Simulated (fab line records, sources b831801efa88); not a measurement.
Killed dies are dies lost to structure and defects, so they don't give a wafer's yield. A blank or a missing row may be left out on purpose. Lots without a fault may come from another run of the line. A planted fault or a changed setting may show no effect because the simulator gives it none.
Which tool did it? | flow sky130 | 12 lots, 36 wafers sampled, at 2 steps of a route of 708

WHAT THE GAUGES READ, wafer by wafer
SKY_VIA4_RS_MEAS_19: measures by four-point-probe.
lot  | measured     | on            | VIA4_W_RS (ohm/sq)
L932 | day 42 21:03 | film_metro-02 | 0.2210 0.2224 0.2206
L933 | day 43 01:53 | film_metro-03 | 0.2177 0.2197 0.2164
L935 | day 44 10:55 | film_metro-03 | 0.2166 0.2193 0.2182
L941 | day 46 01:43 | film_metro-01 | 0.2185 0.2170 0.2164
L944 | day 46 09:43 | film_metro-03 | 0.2217 0.2164 0.2201
L945 | day 46 23:52 | film_metro-01 | 0.2191 0.2193 0.2237
L947 | day 47 07:44 | film_metro-01 | 0.2201 0.2174 0.2178
L948 | day 47 09:20 | film_metro-01 | 0.2235 0.2213 0.2230
L949 | day 47 12:39 | film_metro-01 | 0.2186 0.2206 0.2203
L950 | day 47 14:57 | film_metro-01 | 0.2163 0.2188 0.2154
L951 | day 47 22:10 | film_metro-01 | 0.2188 0.2229 0.2161
L952 | day 48 04:47 | film_metro-03 | 0.2220 0.2160 0.2204

WHICH TOOL RAN EACH LOT (tool, then ch and the chambers of the sampled wafers, then the start)
lot  | SKY_METAL2_SPUTTER_02
L932 | pvd_sputter-01, day 34 03:41
L933 | pvd_sputter-03, day 34 08:50
L935 | pvd_sputter-03, day 35 20:45
L941 | pvd_sputter-01, day 37 19:56
L944 | pvd_sputter-03, day 38 05:40
L945 | pvd_sputter-03, day 39 01:32
L947 | pvd_sputter-03, day 39 07:53
L948 | pvd_sputter-03, day 39 12:31
L949 | pvd_sputter-04, day 39 14:09
L950 | pvd_sputter-03, day 39 16:23
L951 | pvd_sputter-01, day 40 05:49
L952 | pvd_sputter-03, day 40 11:54
- SKY_METAL2_SPUTTER_02: material AlCu, target thk 250 nm, time 13.3 s.

WHAT THE TOOLS THEMSELVES READ (means of the sampled wafers that have a number; where no wafer has one, the mark that the record gives instead)
SKY_METAL2_SPUTTER_02.
lot  | tool           | cathode_dc_power_W (W) | throttle_valve_pct (%)
L932 | pvd_sputter-01 | 10600                  | 30.5
L933 | pvd_sputter-03 | 10599                  | 31.0
L935 | pvd_sputter-03 | 10600                  | 31.1
L941 | pvd_sputter-01 | 10599                  | 30.5
L944 | pvd_sputter-03 | 10601                  | 30.8
L945 | pvd_sputter-03 | 10600                  | 30.2
L947 | pvd_sputter-03 | 10599                  | 30.5
L948 | pvd_sputter-03 | 10599                  | 30.8
L949 | pvd_sputter-04 | 10599                  | 30.4
L950 | pvd_sputter-03 | 10599                  | 31.0
L951 | pvd_sputter-01 | 10600                  | 30.3
L952 | pvd_sputter-03 | 10600                  | 30.9

THE ANSWER, worked out from the rows above alone
Rule: what is usual is taken from the lots themselves. Put in order of their means at a reading, lots are off if they are a third of the lots or fewer, leave a main group of 4 or more, and stand apart from it by a gap of 3 or more times the standard deviation of the main group's means; of several such gaps the widest counts. A main group whose means are all the same, to the digits that the tables above print for the reading, isn't used. A lot without any number at a reading at which 4 lots or more have one is off too. The other lots that the step has rows for count as sound. The gauges are gone through in route order, then the tools' own readings, and for those a lot's mean is taken as printed above. The first step at which some lot is off is used, and at that step the reading that is off furthest; a lot without a number counts as furthest.
No lot is off at any reading shown: from this, nothing can be told.

WHAT THE SIMULATOR HAD PUT IN
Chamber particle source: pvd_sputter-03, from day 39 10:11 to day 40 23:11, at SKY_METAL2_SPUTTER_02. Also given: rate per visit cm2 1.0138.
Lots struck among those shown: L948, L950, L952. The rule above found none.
